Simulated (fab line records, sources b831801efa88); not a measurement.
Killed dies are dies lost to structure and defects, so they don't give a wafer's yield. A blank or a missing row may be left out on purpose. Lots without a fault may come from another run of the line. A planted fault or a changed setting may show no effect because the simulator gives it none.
fab line records | flow gf180mcu
record lots=5 wafers=15 last_day=31
route steps=602 shown STI@24 DNWELL@32 NWELL@42 LVPWELL@54 MVSD@66
lots that met no fault: from a run of the same line without faults
start_h: hours from the record's first day to the start of the lot's first wafer shown | wait_h: hours since the lot's step before | " the same as in the row above | L1.1+2: a row that stands for several wafers | - no value, or no start given | * or withheld: withheld | < > ~ a bound
route shown NAME@n: a module of which the file shows steps, and the number in the route of the first | usual: mean/standard deviation of fault-free wafers | same: alike in all rows | chamber/n: place in a boat | sites: the reading at each site | _std_site: their standard deviation | _edge_site: outer sites' mean less inner sites' | radius_mm: how far each site lies from the wafer's centre | mask NAME#n: copy n | behind: the tool/chamber that last shaped the wafer | hold: why the lot was held/for how many hours/how that ended | device: the transistor (n, p or np) that didn't switch | end of line: the same wafers' tests at the end of the route | a step without rows: its recipe alone | killed: dies lost to structure and defects at the first sort, not the wafer's yield | map: a wafer's dies, x killed, . not, _ none there
set.NAME: the setting as run; set.NAME@STEP: as run at that earlier step | model.NAME: the simulator's own value behind a step, which no gauge read
lots at some steps of the route; a table a step, a row a wafer
services: from which hour (start_h, from the record's first day; less than 0 if before it) a tool's chamber was out of use, for how many hours, and why
## steps
# step GF_STI_CVD_23
# recipe material=SiO2 target_thk_nm=650 sigma_open_frac=0.3 time_s=108.3 temp_c=600 sih4_flow_sccm=60 pressure_mtorr=6
# columns lot.wafer tool chamber start_h wait_h
L078.3+4+5 hdpcvd-02 0,0,2 51.04 0.0
L080.4+5+6 hdpcvd-01 0,2,1 59.13 0.1
L081.1+5+6 hdpcvd-01 2,1,0 67.87 0.1
L084.1+2+6 hdpcvd-02 2 78.69 0.1
L085.3+4+5 hdpcvd-02 2,0,2 83.50 0.1
# step GF_STI_THK_MEAS_24
# recipe reads=SiO2_of_STI_CVD_23
# usual STI_CVD_23_THK=654/6
# columns lot.wafer tool chamber start_h wait_h STI_CVD_23_THK[nm]
L078.3 film_metro-01 - 51.13 0.1 658
L078.4 " - " " 658
L078.5 " - " " 659
L080.4 film_metro-01 - 59.20 0.0 655
L080.5 " - " " 660
L080.6 " - " " 655
L081.1 film_metro-04 - 67.95 0.0 662
L081.5 " - " " 651
L081.6 " - " " 653
L084.1 film_metro-02 - 78.92 0.2 650
L084.2 " - " " 652
L084.6 " - " " 648
L085.3 film_metro-02 - 83.64 0.1 653
L085.4 " - " " 660
L085.5 " - " " 662
# step GF_STI_CMP_25
# recipe stop_on=Si3N4 t_overpolish_s=33 down_force_psi=4 platen_rpm=60 target_thk_nm=524.6 pad_velocity_m_s=0.94248
# usual motor_current_A=12.3/0.74 overpolish_run_s=33.000/0.0094 time_to_endpoint_s=124/3.3
# columns lot.wafer tool chamber start_h wait_h motor_current_A overpolish_run_s time_to_endpoint_s
L078.3 cmp-02 1 51.27 0.1 12.6 33.003 125
L078.4 " 2 " " 12.4 33.002 127
L078.5 " 3 " " 11.6 32.984 127
L080.4 cmp-02 2 59.38 0.2 11.6 32.984 122
L080.6 " 3 " " 11.6 32.993 119
L080.5 " 0 " " 14.0 32.996 119
L081.1 cmp-01 3 68.06 0.1 11.3 32.994 128
L081.5 " 2 " " 12.5 33.002 120
L081.6 " 3 " " 11.6 32.997 121
L084.2 cmp-01 2 78.98 0.0 12.7 32.985 128
L084.1 " 0 " " 12.1 33.019 128
L084.6 " 2 " " 12.8 32.994 125
L085.4 cmp-01 0 83.73 0.1 11.7 32.994 128
L085.3 " 2 " " 13.1 33.002 125
L085.5 " 3 " " 11.6 33.002 134
# step GF_STI_WET_ETCH_26
# recipe chemistry=dHF target_depth_nm=94 target=SiO2 temp_c=25 dilution=10:1 time_s=188
# columns lot.wafer tool chamber start_h wait_h
L078.3+4+5 wet_bench-03 3 51.47 0.1
L080.4+5+6 wet_bench-02 2 59.53 0.1
L081.1+5+6 wet_bench-03 0 68.31 0.2
L084.1+2+6 wet_bench-03 1 79.28 0.1
L085.3+4+5 wet_bench-04 1 83.98 0.1
# step GF_STI_WET_ETCH_27
# recipe chemistry=H3PO4 target_depth_nm=160 target=Si3N4 temp_c=160 time_s=1825
# columns lot.wafer tool chamber start_h wait_h
L078.3+4+5 wet_bench-04 2 51.53 0.0
L080.4+5+6 wet_bench-03 1 59.59 0.0
L081.1+5+6 wet_bench-03 0 68.37 0.0
L084.1+2+6 wet_bench-04 2 79.34 0.0
L085.3+4+5 wet_bench-02 0 84.04 0.0
# step GF_STI_WET_ETCH_28
# recipe chemistry=dHF target_depth_nm=20 dry=ipa_marangoni target=SiO2 temp_c=25 dilution=10:1 time_s=40
# columns lot.wafer tool chamber start_h wait_h
L078.3+4+5 wet_bench-04 2 52.05 0.0
L080.4+5+6 wet_bench-02 3 60.11 0.0
L081.1+5+6 wet_bench-04 2 68.88 0.0
L084.1+2+6 wet_bench-03 3 79.86 0.0
L085.3+4+5 wet_bench-04 2 84.56 0.0
# step GF_STI_OXIDATION_29
# recipe temp_c=900 ambient=O2 stabilise_s=600 purge_s=300 target_thk_a=100 ox_time_s=1418
# usual zone_power_lower_pct=19.4/1 zone_power_top_pct=31.4/2.5 zone_power_upper_pct=16.92/0.25
# same ox_time_s=1418
# columns lot.wafer tool chamber start_h wait_h zone_power_lower_pct zone_power_top_pct zone_power_upper_pct
L078.3 furnace-01 0 53.50 1.4 18.4 33.8 16.50
L078.4 " 0 " " 18.3 34.1 16.84
L078.5 " 0 " " 18.3 33.9 16.84
L080.4 furnace-01 0 60.13 0.0 18.5 33.7 17.00
L080.5 " 0 " " 18.2 33.5 16.74
L080.6 " 0 " " 18.3 33.9 16.84
L081.1 furnace-01 0 68.90 0.0 18.3 33.9 16.71
L081.5 " 0 " " 18.6 35.0 16.74
L081.6 " 0 " " 18.4 33.8 16.46
L084.1 furnace-02 0 79.88 0.0 20.3 28.1 16.86
L084.2 " 0 " " 20.5 28.8 16.84
L084.6 " 0 " " 20.6 29.2 16.98
L085.3 furnace-01 0 84.58 0.0 18.7 34.1 17.05
L085.4 " 0 " " 18.2 34.1 16.49
L085.5 " 0 " " 18.5 33.8 16.60
# step GF_STI_THK_MEAS_30
# recipe reads=SiO2_of_STI_OXIDATION_29
# usual STI_OXIDATION_02_THK=10.01/0.16
# columns lot.wafer tool chamber start_h wait_h STI_OXIDATION_02_THK[nm]
L078.3 film_metro-01 - 54.91 0.0 10.24
L078.4 " - " " 10.40
L078.5 " - " " 10.37
L080.4 film_metro-04 - 61.55 0.0 10.11
L080.5 " - " " 10.06
L080.6 " - " " 10.27
L081.1 film_metro-01 - 70.30 0.0 9.92
L081.5 " - " " 9.81
L081.6 " - " " 9.84
L084.1 film_metro-04 - 81.27 0.0 9.73
L084.2 " - " " 9.84
L084.6 " - " " 9.87
L085.3 film_metro-02 - 85.99 0.0 9.92
L085.4 " - " " 10.11
L085.5 " - " " 9.98
# step GF_DNWELL_DEHYDRATE_00
# recipe temp_c=200 time_s=60
# columns lot.wafer tool chamber start_h wait_h
L078.3+4+5 litho_track-01 0 60.61 5.7
L080.4+5+6 litho_track-03 0 67.59 6.0
L081.1+5+6 litho_track-01 0 76.31 6.0
L084.1+2+6 litho_track-03 0 87.51 6.2
L085.3+4+5 litho_track-02 0 92.52 6.5
# step GF_DNWELL_HMDS_01
# recipe prime_time_s=60 prime_temp_c=120
# columns lot.wafer tool chamber start_h wait_h
L078.3+4+5 litho_track-01 0 60.76 0.1
L080.4+5+6 litho_track-03 0 67.74 0.1
L081.1+5+6 litho_track-01 0 76.46 0.1
L084.1+2+6 litho_track-03 0 87.66 0.1
L085.3+4+5 litho_track-02 0 92.67 0.1
# step GF_DNWELL_COAT_02
# recipe spin_rpm=2000 resist_thk_nm=3000
# columns lot.wafer tool chamber start_h wait_h
L078.3+4+5 litho_track-01 0 60.91 0.1
L080.4+5+6 litho_track-03 0 67.89 0.1
L081.1+5+6 litho_track-01 0 76.61 0.1
L084.1+2+6 litho_track-03 0 87.81 0.1
L085.3+4+5 litho_track-02 0 92.82 0.1
# step GF_DNWELL_SOFTBAKE_03
# recipe temp_c=110 time_s=withheld
# columns lot.wafer tool chamber start_h wait_h
L078.3+4+5 litho_track-01 0 61.07 0.1
L080.4+5+6 litho_track-03 0 68.06 0.1
L081.1+5+6 litho_track-01 0 76.76 0.1
L084.1+2+6 litho_track-03 0 87.96 0.1
L085.3+4+5 litho_track-02 0 92.98 0.1
# step GF_DNWELL_EXPOSE_04
# recipe mask_id=DNWELL target_cd_nm=1700 na=0.6 source_shape=conventional sigma_outer=0.6 dose_mj=260
# usual focus_offset_nm=0.0/0.54 stage_vel_mm_s=500.00/0.27
# columns lot.wafer tool chamber start_h wait_h mask focus_offset_nm stage_vel_mm_s
L078.3 iline_stepper-02 0 - - DNWELL#0 0.9 500.10
L078.4 " 0 " " DNWELL#0 0.1 500.17
L078.5 " 0 " " DNWELL#0 0.2 500.04
L080.4 iline_stepper-01 0 - - DNWELL#0 0.0 499.92
L080.5 " 0 " " DNWELL#0 -0.4 499.91
L080.6 " 0 " " DNWELL#0 -0.3 499.86
L081.1 iline_stepper-01 0 - - DNWELL#0 -0.6 500.35
L081.5 " 0 " " DNWELL#0 -0.1 499.86
L081.6 " 0 " " DNWELL#0 0.6 499.87
L084.1 iline_stepper-01 0 - - DNWELL#0 0.6 500.22
L084.2 " 0 " " DNWELL#0 0.5 500.34
L084.6 " 0 " " DNWELL#0 1.5 500.18
L085.3 iline_stepper-01 0 - - DNWELL#0 0.7 499.95
L085.4 " 0 " " DNWELL#0 0.5 499.54
L085.5 " 0 " " DNWELL#0 -0.2 499.53
# step GF_DNWELL_PEB_05
# recipe temp_c=115 time_s=withheld
# columns lot.wafer tool chamber start_h wait_h
L078.3+4+5 litho_track-03 0 - -
L080.4+5+6 litho_track-02 0 - -
L081.1+5+6 litho_track-01 0 - -
L084.1+2+6 litho_track-01 0 - -
L085.3+4+5 litho_track-02 0 - -
# step GF_DNWELL_DEVELOP_06
# recipe wall_angle_deg=90 develop_time_s=60 dev_temp_c=23
# same develop_time_s=60
# columns lot.wafer tool chamber start_h wait_h
L078.3+4+5 litho_track-03 0 - -
L080.4+5+6 litho_track-02 0 - -
L081.1+5+6 litho_track-01 0 - -
L084.1+2+6 litho_track-01 0 - -
L085.3+4+5 litho_track-02 0 - -
# step GF_DNWELL_IMPLANT_07
# recipe species=P energy_kev=1500 dose_cm2=1e+13 tilt_deg=0
# columns lot.wafer tool chamber start_h wait_h
L078.3+4+5 implanter-03 0 67.56 -
L080.4+5+6 implanter-03 0 74.49 -
L081.1+5+6 implanter-03 0 83.46 -
L084.1+2+6 implanter-04 0 94.16 -
L085.3+4+5 implanter-04 0 99.67 -
# step GF_DNWELL_STRIP_08
# recipe chemistry=O2/N2 power_w=1400 pressure_mtorr=1500 platen_temp_c=250 o2_flow_sccm=3000 n2_flow_sccm=300 overash_fraction=0.5
# usual drypump_motor_current_A=5.9/0.43 heater_power_w=343/38 o2_flow_sccm=3001/11 oes_product_au=0.722/0.0046 platen_temp_c=249.99/0.17 strip_time_to_endpoint_s=36.96/0.12
# columns lot.wafer tool chamber start_h wait_h drypump_motor_current_A heater_power_w o2_flow_sccm oes_product_au platen_temp_c rf_hours_counter_h strip_time_to_endpoint_s
L078.3 plasma_asher-02 1 67.70 0.1 5.4 384 3006 0.719 250.11 - 37.10
L078.4 " 0 " " 6.4 395 2987 0.726 250.03 - 37.34
L078.5 " 0 " " 6.4 398 2992 0.724 249.91 - 37.08
L080.4 plasma_asher-02 0 74.60 0.1 6.4 393 3005 0.716 250.15 - 36.87
L080.5 " 1 " " 5.4 387 2989 0.723 249.79 - 36.85
L080.6 " 0 " " 6.4 390 2992 0.721 250.25 - 36.85
L081.1 plasma_asher-01 1 83.61 0.1 6.1 311 2993 0.722 250.18 42 37.05
L081.5 " 1 " " 6.1 308 2983 0.729 250.21 - 37.10
L081.6 " 0 " " 6.4 323 3008 0.717 250.07 - 37.19
L084.1 plasma_asher-01 0 94.31 0.1 6.4 318 2974 0.725 250.13 44 36.85
L084.2 " 1 " " 6.1 307 3006 0.719 249.87 44 37.01
L084.6 " 0 " " 6.4 320 2991 0.725 249.92 - 36.79
L085.3 plasma_asher-02 0 99.80 0.1 6.5 392 2993 0.725 249.93 - 37.09
L085.4 " 1 " " 5.4 382 2992 0.718 250.12 - 37.15
L085.5 " 1 " " 5.4 389 2996 0.725 250.17 - 37.04
# step GF_DNWELL_TW_MEAS_09
# usual DNWELL_TW=1353/9.5
# columns lot.wafer tool chamber start_h wait_h DNWELL_TW
L078.3 film_metro-03 - 67.78 0.1 1360
L078.4 " - " " 1356
L078.5 " - " " 1362
L080.4 film_metro-02 - 74.70 0.1 1359
L080.5 " - " " 1354
L080.6 " - " " 1349
L081.1 film_metro-02 - 83.71 0.1 1354
L081.5 " - " " 1357
L081.6 " - " " 1359
L084.1 film_metro-02 - 94.41 0.1 1351
L084.2 " - " " 1348
L084.6 " - " " 1356
L085.3 film_metro-02 - 99.89 0.1 1351
L085.4 " - " " 1352
L085.5 " - " " 1345
# step GF_NWELL_DEHYDRATE_00
# recipe temp_c=200 time_s=60
# columns lot.wafer tool chamber start_h wait_h
L078.3+4+5 litho_track-03 0 73.71 5.9
L080.4+5+6 litho_track-03 0 80.59 5.9
L081.1+5+6 litho_track-03 0 90.11 6.4
L084.1+2+6 litho_track-04 0 100.60 6.2
L085.3+4+5 litho_track-01 0 106.76 6.9
# step GF_NWELL_HMDS_01
# recipe prime_time_s=60 prime_temp_c=120
# columns lot.wafer tool chamber start_h wait_h
L078.3+4+5 litho_track-03 0 73.86 0.1
L080.4+5+6 litho_track-03 0 80.74 0.1
L081.1+5+6 litho_track-03 0 90.26 0.1
L084.1+2+6 litho_track-04 0 100.75 0.1
L085.3+4+5 litho_track-01 0 106.91 0.1
# step GF_NWELL_COAT_02
# recipe spin_rpm=2000 resist_thk_nm=3000
# columns lot.wafer tool chamber start_h wait_h
L078.3+4+5 litho_track-03 0 74.01 0.1
L080.4+5+6 litho_track-03 0 80.89 0.1
L081.1+5+6 litho_track-03 0 90.41 0.1
L084.1+2+6 litho_track-04 0 100.90 0.1
L085.3+4+5 litho_track-01 0 107.06 0.1
# step GF_NWELL_SOFTBAKE_03
# recipe temp_c=110 time_s=withheld
# columns lot.wafer tool chamber start_h wait_h
L078.3+4+5 litho_track-03 0 74.18 0.1
L080.4+5+6 litho_track-03 0 81.06 0.1
L081.1+5+6 litho_track-03 0 90.56 0.1
L084.1+2+6 litho_track-04 0 101.05 0.1
L085.3+4+5 litho_track-01 0 107.22 0.1
# step GF_NWELL_EXPOSE_04
# recipe mask_id=Nwell target_cd_nm=860 na=0.6 source_shape=conventional sigma_outer=0.6 dose_mj=260
# usual focus_offset_nm=0.0/0.54 stage_vel_mm_s=500.01/0.25
# columns lot.wafer tool chamber start_h wait_h mask focus_offset_nm stage_vel_mm_s
L078.3 iline_stepper-01 0 - - Nwell#0 0.4 500.11
L078.4 " 0 " " Nwell#0 0.4 500.48
L078.5 " 0 " " Nwell#0 0.7 500.13
L080.4 iline_stepper-02 0 - - Nwell#0 -1.2 500.17
L080.5 " 0 " " Nwell#0 -0.7 500.08
L080.6 " 0 " " Nwell#0 -0.7 500.14
L081.1 iline_stepper-01 0 - - Nwell#0 0.3 500.39
L081.5 " 0 " " Nwell#0 0.1 500.21
L081.6 " 0 " " Nwell#0 0.3 500.35
L084.1 iline_stepper-01 0 - - Nwell#0 -0.2 500.33
L084.2 " 0 " " Nwell#0 0.6 499.47
L084.6 " 0 " " Nwell#0 0.0 500.10
L085.3 iline_stepper-01 0 - - Nwell#0 -0.9 500.23
L085.4 " 0 " " Nwell#0 -0.5 500.09
L085.5 " 0 " " Nwell#0 0.0 500.00
# step GF_NWELL_PEB_05
# recipe temp_c=115 time_s=withheld
# columns lot.wafer tool chamber start_h wait_h
L078.3+4+5 litho_track-04 0 - -
L080.4+5+6 litho_track-04 0 - -
L081.1+5+6 litho_track-01 0 - -
L084.1+2+6 litho_track-03 0 - -
L085.3+4+5 litho_track-04 0 - -
# step GF_NWELL_DEVELOP_06
# recipe wall_angle_deg=90 develop_time_s=60 dev_temp_c=23
# same develop_time_s=60
# columns lot.wafer tool chamber start_h wait_h
L078.3+4+5 litho_track-04 0 - -
L080.4+5+6 litho_track-04 0 - -
L081.1+5+6 litho_track-01 0 - -
L084.1+2+6 litho_track-03 0 - -
L085.3+4+5 litho_track-04 0 - -
# step GF_NWELL_OVL_MEAS_07
# usual NWELL_OVL=0.9/1.6
# columns lot.wafer tool chamber start_h wait_h NWELL_OVL[nm]
L078.3 overlay-01 - 80.57 - -0.9
L078.4 " - " " 0.7
L078.5 " - " " -1.0
L080.4 overlay-02 - 87.87 - -0.8
L080.5 " - " " -0.9
L080.6 " - " " 1.2
L081.1 overlay-02 - 97.71 - -1.5
L081.5 " - " " 0.2
L081.6 " - " " -0.1
L084.1 overlay-02 - 108.51 - 1.3
L084.2 " - " " 0.6
L084.6 " - " " 0.6
L085.3 overlay-02 - 114.52 - 0.9
L085.4 " - " " 0.1
L085.5 " - " " 1.1
# step GF_NWELL_IMPLANT_08
# recipe species=P energy_kev=450 dose_cm2=1.5e+13 tilt_deg=0
# columns lot.wafer tool chamber start_h wait_h
L078.3+4+5 implanter-03 0 80.64 0.1
L080.4+5+6 implanter-03 0 87.97 0.1
L081.1+5+6 implanter-03 0 97.74 0.0
L084.1+2+6 implanter-04 0 108.55 0.0
L085.3+4+5 implanter-03 0 114.59 0.1
# step GF_NWELL_IMPLANT_09
# recipe species=P energy_kev=160 dose_cm2=4e+12 tilt_deg=0
# columns lot.wafer tool chamber start_h wait_h
L078.3+4+5 implanter-03 0 80.79 0.1
L080.4+5+6 implanter-03 0 88.12 0.1
L081.1+5+6 implanter-03 0 97.89 0.1
L084.1+2+6 implanter-04 0 108.70 0.1
L085.3+4+5 implanter-03 0 114.74 0.1
# step GF_NWELL_STRIP_10
# recipe chemistry=O2/N2 power_w=1400 pressure_mtorr=1500 platen_temp_c=250 o2_flow_sccm=3000 n2_flow_sccm=300 overash_fraction=0.5
# usual drypump_motor_current_A=5.7/0.44 heater_power_w=351/53 o2_flow_sccm=3001/8.8 oes_product_au=0.723/0.0043 platen_temp_c=250.03/0.18 strip_time_to_endpoint_s=36.89/0.11
# columns lot.wafer tool chamber start_h wait_h drypump_motor_current_A heater_power_w o2_flow_sccm oes_product_au platen_temp_c rf_hours_counter_h strip_time_to_endpoint_s
L078.3 plasma_asher-03 1 80.92 0.1 5.8 362 2990 0.722 250.07 - 36.98
L078.4 " 0 " " 5.4 297 3011 0.727 250.18 - 36.86
L078.5 " 0 " " 5.4 297 3014 0.730 250.19 - 36.81
L080.4 plasma_asher-02 1 88.22 0.1 5.4 389 2997 0.714 249.58 - 36.93
L080.5 " 1 " " 5.4 390 2981 0.723 249.83 - 36.95
L080.6 " 0 " " 6.4 400 3007 0.725 250.03 - 36.82
L081.1 plasma_asher-02 0 98.04 0.1 6.4 390 2995 0.719 249.98 44 36.85
L081.5 " 0 " " 6.4 392 2996 0.720 249.91 - 36.72
L081.6 " 1 " " 5.4 385 2996 0.725 249.99 - 36.79
L084.1 plasma_asher-03 0 108.85 0.1 5.4 298 2986 0.721 250.12 32 37.03
L084.2 " 1 " " 5.8 358 2997 0.723 249.64 32 37.02
L084.6 " 0 " " 5.4 302 2981 0.723 249.86 - 37.16
L085.3 plasma_asher-04 1 114.87 0.1 5.8 266 3003 0.719 249.91 - 36.78
L085.4 " 0 " " 5.1 407 2996 0.719 249.75 - 36.84
L085.5 " 1 " " 5.8 266 3008 0.723 250.03 - 36.86
# step GF_NWELL_TW_MEAS_11
# usual NWELL_TW=1581/7.3
# columns lot.wafer tool chamber start_h wait_h NWELL_TW
L078.3 film_metro-01 - 81.01 0.1 1584
L078.4 " - " " 1582
L078.5 " - " " 1583
L080.4 film_metro-01 - 88.32 0.1 1588
L080.5 " - " " 1580
L080.6 " - " " 1587
L081.1 film_metro-01 - 98.14 0.1 1576
L081.5 " - " " 1567
L081.6 " - " " 1578
L084.1 film_metro-03 - 108.95 0.1 1578
L084.2 " - " " 1588
L084.6 " - " " 1582
L085.3 film_metro-03 - 114.96 0.1 1584
L085.4 " - " " 1581
L085.5 " - " " 1582
# step GF_LVPWELL_DEHYDRATE_00
# recipe temp_c=200 time_s=60
# columns lot.wafer tool chamber start_h wait_h
L078.3+4+5 litho_track-03 0 86.91 5.9
L080.4+5+6 litho_track-03 0 94.34 6.0
L081.1+5+6 litho_track-04 0 104.50 6.4
L084.1+2+6 litho_track-02 0 115.37 6.4
L085.3+4+5 litho_track-04 0 121.90 6.9
# step GF_LVPWELL_HMDS_01
# recipe prime_time_s=60 prime_temp_c=120
# columns lot.wafer tool chamber start_h wait_h
L078.3+4+5 litho_track-03 0 87.06 0.1
L080.4+5+6 litho_track-03 0 94.49 0.1
L081.1+5+6 litho_track-04 0 104.65 0.1
L084.1+2+6 litho_track-02 0 115.52 0.1
L085.3+4+5 litho_track-04 0 122.05 0.1
# step GF_LVPWELL_COAT_02
# recipe spin_rpm=2000 resist_thk_nm=3000
# columns lot.wafer tool chamber start_h wait_h
L078.3+4+5 litho_track-03 0 87.21 0.1
L080.4+5+6 litho_track-03 0 94.64 0.1
L081.1+5+6 litho_track-04 0 104.80 0.1
L084.1+2+6 litho_track-02 0 115.67 0.1
L085.3+4+5 litho_track-04 0 122.20 0.1
# step GF_LVPWELL_SOFTBAKE_03
# recipe temp_c=110 time_s=withheld
# columns lot.wafer tool chamber start_h wait_h
L078.3+4+5 litho_track-03 0 87.38 0.1
L080.4+5+6 litho_track-03 0 94.81 0.1
L081.1+5+6 litho_track-04 0 104.95 0.1
L084.1+2+6 litho_track-02 0 115.82 0.1
L085.3+4+5 litho_track-04 0 122.37 0.1
# step GF_LVPWELL_EXPOSE_04
# recipe mask_id=LVPWELL target_cd_nm=600 na=0.6 source_shape=conventional sigma_outer=0.6 dose_mj=260
# usual focus_offset_nm=0.0/0.45 stage_vel_mm_s=499.93/0.26
# columns lot.wafer tool chamber start_h wait_h mask focus_offset_nm stage_vel_mm_s
L078.3 iline_stepper-02 0 - - LVPWELL#0 -0.3 499.61
L078.4 " 0 " " LVPWELL#0 -0.1 500.07
L078.5 " 0 " " LVPWELL#0 -0.3 500.32
L080.4 iline_stepper-01 0 - - LVPWELL#0 -0.1 499.61
L080.5 " 0 " " LVPWELL#0 0.3 499.72
L080.6 " 0 " " LVPWELL#0 -0.2 499.69
L081.1 iline_stepper-01 0 - - LVPWELL#0 -0.2 500.29
L081.5 " 0 " " LVPWELL#0 0.3 499.82
L081.6 " 0 " " LVPWELL#0 0.5 500.24
L084.1 iline_stepper-01 0 - - LVPWELL#0 -0.7 499.72
L084.2 " 0 " " LVPWELL#0 0.2 499.81
L084.6 " 0 " " LVPWELL#0 -0.4 500.12
L085.3 iline_stepper-02 0 - - LVPWELL#0 0.7 499.86
L085.4 " 0 " " LVPWELL#0 -0.2 500.08
L085.5 " 0 " " LVPWELL#0 -0.4 499.85
# step GF_LVPWELL_PEB_05
# recipe temp_c=115 time_s=withheld
# columns lot.wafer tool chamber start_h wait_h
L078.3+4+5 litho_track-02 0 - -
L080.4+5+6 litho_track-04 0 - -
L081.1+5+6 litho_track-02 0 - -
L084.1+2+6 litho_track-02 0 - -
L085.3+4+5 litho_track-04 0 - -
# step GF_LVPWELL_DEVELOP_06
# recipe wall_angle_deg=90 develop_time_s=60 dev_temp_c=23
# same develop_time_s=60
# columns lot.wafer tool chamber start_h wait_h
L078.3+4+5 litho_track-02 0 - -
L080.4+5+6 litho_track-04 0 - -
L081.1+5+6 litho_track-02 0 - -
L084.1+2+6 litho_track-02 0 - -
L085.3+4+5 litho_track-04 0 - -
# step GF_LVPWELL_OVL_MEAS_07
# usual LVPWELL_OVL=1.1/1
# columns lot.wafer tool chamber start_h wait_h LVPWELL_OVL[nm]
L078.3 overlay-02 - 94.58 - -0.4
L078.4 " - " " 0.1
L078.5 " - " " 1.6
L080.4 overlay-01 - 101.62 - 1.7
L080.5 " - " " -0.1
L080.6 " - " " -0.2
L081.1 overlay-01 - 112.22 - 0.1
L081.5 " - " " 0.8
L081.6 " - " " 1.0
L084.1 overlay-01 - 123.87 - 2.0
L084.2 " - " " 1.9
L084.6 " - " " 2.3
L085.3 overlay-02 - 129.82 - 2.8
L085.4 " - " " 2.6
L085.5 " - " " 2.0
# step GF_LVPWELL_IMPLANT_08
# recipe species=B energy_kev=170 dose_cm2=1.5e+13 tilt_deg=0
# columns lot.wafer tool chamber start_h wait_h
L078.3+4+5 implanter-01 0 94.65 0.1
L080.4+5+6 implanter-04 0 101.72 0.1
L081.1+5+6 implanter-01 0 112.25 0.0
L084.1+2+6 implanter-02 0 123.90 0.0
L085.3+4+5 implanter-04 0 129.89 0.1
# step GF_LVPWELL_IMPLANT_09
# recipe species=B energy_kev=60 dose_cm2=5e+12 tilt_deg=0
# columns lot.wafer tool chamber start_h wait_h
L078.3+4+5 implanter-01 0 94.80 0.1
L080.4+5+6 implanter-04 0 101.87 0.1
L081.1+5+6 implanter-01 0 112.40 0.1
L084.1+2+6 implanter-02 0 124.05 0.1
L085.3+4+5 implanter-04 0 130.04 0.1
# step GF_LVPWELL_STRIP_10
# recipe chemistry=O2/N2 power_w=1400 pressure_mtorr=1500 platen_temp_c=250 o2_flow_sccm=3000 n2_flow_sccm=300 overash_fraction=0.5
# usual drypump_motor_current_A=5.7/0.41 heater_power_w=326/48 o2_flow_sccm=3002/8 oes_product_au=0.722/0.0043 platen_temp_c=249.97/0.18 strip_time_to_endpoint_s=36.92/0.095
# columns lot.wafer tool chamber start_h wait_h drypump_motor_current_A heater_power_w o2_flow_sccm oes_product_au platen_temp_c rf_hours_counter_h strip_time_to_endpoint_s
L078.3 plasma_asher-03 0 94.94 0.1 5.4 298 2999 0.726 250.15 - 37.08
L078.4 " 1 " " 5.8 353 2985 0.720 249.89 - 36.94
L078.5 " 1 " " 5.8 356 2986 0.718 250.03 - 37.12
L080.4 plasma_asher-03 0 101.97 0.1 5.4 292 3008 0.724 250.14 - 36.95
L080.5 " 1 " " 5.8 351 2994 0.720 250.09 - 36.93
L080.6 " 0 " " 5.4 293 3020 0.713 249.79 - 37.04
L081.1 plasma_asher-03 0 112.55 0.1 5.4 295 3008 0.725 249.99 32 36.81
L081.5 " 1 " " 5.8 361 2986 0.722 250.12 - 36.85
L081.6 " 0 " " 5.4 300 3008 0.725 250.07 - 36.83
L084.1 plasma_asher-01 0 124.20 0.1 6.4 319 3012 0.719 250.15 47 37.17
L084.2 " 1 " " 6.1 305 3001 0.715 249.79 47 37.09
L084.6 " 0 " " 6.4 324 2999 0.720 250.05 - 37.04
L085.3 plasma_asher-04 1 130.17 0.1 5.8 261 3005 0.719 249.94 - 37.00
L085.4 " 0 " " 5.1 398 3019 0.723 249.95 - 36.85
L085.5 " 1 " " 5.8 263 2997 0.725 249.68 - 36.88
# step GF_LVPWELL_TW_MEAS_11
# usual LVPWELL_TW=562.5/2.1
# columns lot.wafer tool chamber start_h wait_h LVPWELL_TW
L078.3 film_metro-03 - 95.02 0.1 562.9
L078.4 " - " " 560.9
L078.5 " - " " 566.1
L080.4 film_metro-03 - 102.07 0.1 565.5
L080.5 " - " " 565.4
L080.6 " - " " 563.9
L081.1 film_metro-03 - 112.65 0.1 563.7
L081.5 " - " " 560.9
L081.6 " - " " 565.3
L084.1 film_metro-01 - 124.30 0.1 561.8
L084.2 " - " " 563.0
L084.6 " - " " 559.0
L085.3 film_metro-04 - 130.26 0.1 559.8
L085.4 " - " " 559.8
L085.5 " - " " 556.4
# step GF_MVSD_DEHYDRATE_00
# recipe temp_c=200 time_s=60
# columns lot.wafer tool chamber start_h wait_h
L078.3+4+5 litho_track-02 0 100.97 5.9
L080.4+5+6 litho_track-01 0 108.83 6.8
L081.1+5+6 litho_track-04 0 119.25 6.6
L084.1+2+6 litho_track-04 0 131.30 7.0
L085.3+4+5 litho_track-02 0 137.27 7.0
# step GF_MVSD_HMDS_01
# recipe prime_time_s=60 prime_temp_c=120
# columns lot.wafer tool chamber start_h wait_h
L078.3+4+5 litho_track-02 0 101.12 0.1
L080.4+5+6 litho_track-01 0 108.98 0.1
L081.1+5+6 litho_track-04 0 119.40 0.1
L084.1+2+6 litho_track-04 0 131.45 0.1
L085.3+4+5 litho_track-02 0 137.42 0.1
## services
# columns tool chamber start_h hours kind
furnace-01 - 34.71 9.0 repair
implanter-02 - 41.34 73.4 pm
implanter-04 - 44.41 15.3 repair
implanter-01 - 57.69 6.5 pm
implanter-01 - 59.39 6.1 repair
cmp-01 - 62.03 1.0 repair
cmp-02 - 62.15 2.8 repair
cmp-02 - 64.90 4.0 pm
implanter-03 - 72.62 1.4 repair
hdpcvd-02 1 76.86 18.9 repair
hdpcvd-02 0 78.08 4.6 repair
implanter-01 - 98.58 11.1 pm
iline_stepper-01 - 103.40 1.7 pm
hdpcvd-01 - 103.56 0.5 repair
implanter-03 - 103.69 0.7 repair
furnace-01 - 104.46 3.3 pm
plasma_asher-02 - 108.75 9.0 pm
implanter-04 - 117.33 3.0 repair
cmp-01 - 118.56 2.8 repair
implanter-03 - 125.40 5.8 pm
iline_stepper-02 - 125.49 5.7 repair
cmp-01 - 125.99 0.8 repair
wet_bench-02 - 129.78 4.3 repair
cmp-01 - 135.23 1.2 repair
## key
fault none
